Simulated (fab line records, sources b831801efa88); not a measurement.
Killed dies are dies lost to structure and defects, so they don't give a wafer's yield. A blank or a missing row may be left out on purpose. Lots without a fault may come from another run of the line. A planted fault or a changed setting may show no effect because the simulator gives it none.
Which tool did it? | flow gf180mcu | 6 lots, 18 wafers sampled, at 5 steps of a route of 602

WHAT THE GAUGES READ, wafer by wafer
GF_V5_THK_MEAS_01.
lot  | measured     | on            | V5_CVD_00_THK (nm)
L406 | day 27 00:50 | film_metro-02 | 298.9 295.1 297.6
L407 | day 27 04:40 | film_metro-03 | 299.4 303.6 302.3
L408 | day 28 00:41 | film_metro-03 | 296.5 297.3 298.1
L412 | day 28 20:27 | film_metro-01 | 301.6 303.0 299.3
L418 | day 30 19:17 | film_metro-03 | 254.9 256.5 255.6
L427 | day 32 21:35 | film_metro-01 | 306.4 300.9 303.7

WHICH TOOL RAN EACH LOT (tool, then ch and the chambers of the sampled wafers, then the start)
lot  | GF_M4_SPUTTER_00             | GF_V4_ETCH_17                                 | GF_MIM_SPUTTER_00            | GF_V5_CVD_00
L406 | pvd_sputter-04, day 23 04:20 | rie_diel-01 ch 0,1,2, day 25 04:33 or earlier | pvd_sputter-01, day 25 04:33 | hdpcvd-01 ch 0,2, day 27 00:48
L407 | pvd_sputter-03, day 23 09:29 | rie_diel-04 ch 0,1,3, day 25 08:51 or earlier | pvd_sputter-04, day 25 08:51 | hdpcvd-01 ch 0,1,2, day 27 04:37
L408 | pvd_sputter-02, day 24 08:49 | rie_diel-01 ch 1,2,3, day 26 06:23 or earlier | pvd_sputter-02, day 26 06:23 | hdpcvd-02 ch 0,1, day 28 00:37
L412 | pvd_sputter-03, day 25 06:19 | rie_diel-04 ch 1,3, day 27 02:52 or earlier   | pvd_sputter-04, day 27 02:52 | hdpcvd-01 ch 1,2, day 28 20:23
L418 | pvd_sputter-02, day 27 10:05 | rie_diel-02 ch 0,3, day 29 04:29 or earlier   | pvd_sputter-04, day 29 04:29 | hdpcvd-01 ch 0,1,2, day 30 19:14
L427 | pvd_sputter-02, day 29 20:04 | rie_diel-01 ch 2,3, day 31 10:38 or earlier   | pvd_sputter-01, day 31 10:38 | hdpcvd-01 ch 0,1, day 32 21:31
- GF_M4_SPUTTER_00: material Ti, target thk 37.5 nm, time 150 s.
- GF_V4_ETCH_17: etches SiO2 in C4F8/O2/Ar, stops on TiN, target depth 630 nm.
- GF_MIM_SPUTTER_00: material Ti, target thk 37.5 nm, time 150 s.
- GF_V5_CVD_00: deposits SiO2, target thk 300 nm, time 50 s.

THE ANSWER, worked out from the rows above alone
Rule: what is usual is taken from the lots themselves. Put in order of their means at a reading, lots are off if they are a third of the lots or fewer, leave a main group of 4 or more, and stand apart from it by a gap of 3 or more times the standard deviation of the main group's means; of several such gaps the widest counts. A main group whose means are all the same, to the digits that the tables above print for the reading, isn't used. A lot without any number at a reading at which 4 lots or more have one is off too. The other lots that the step has rows for count as sound.
Off: L418, at GF_V5_THK_MEAS_01 (V5_CVD_00_THK). The main group: mean 300.2 nm, standard deviation 2.6.
A tool fits if, at a process step before that reading, it ran every lot that is off, and no sound lot after the first of them. The gauges at GF_V5_THK_MEAS_01 are tried like those tools. GF_V4_ETCH_17 gives no start for some lots, so the hours and the order of its lots are those of GF_MIM_SPUTTER_00. Can't be told from this: 3 tools fit, rie_diel-02 at GF_V4_ETCH_17, pvd_sputter-04 at GF_MIM_SPUTTER_00, film_metro-03 at GF_V5_THK_MEAS_01.

WHAT THE SIMULATOR HAD PUT IN
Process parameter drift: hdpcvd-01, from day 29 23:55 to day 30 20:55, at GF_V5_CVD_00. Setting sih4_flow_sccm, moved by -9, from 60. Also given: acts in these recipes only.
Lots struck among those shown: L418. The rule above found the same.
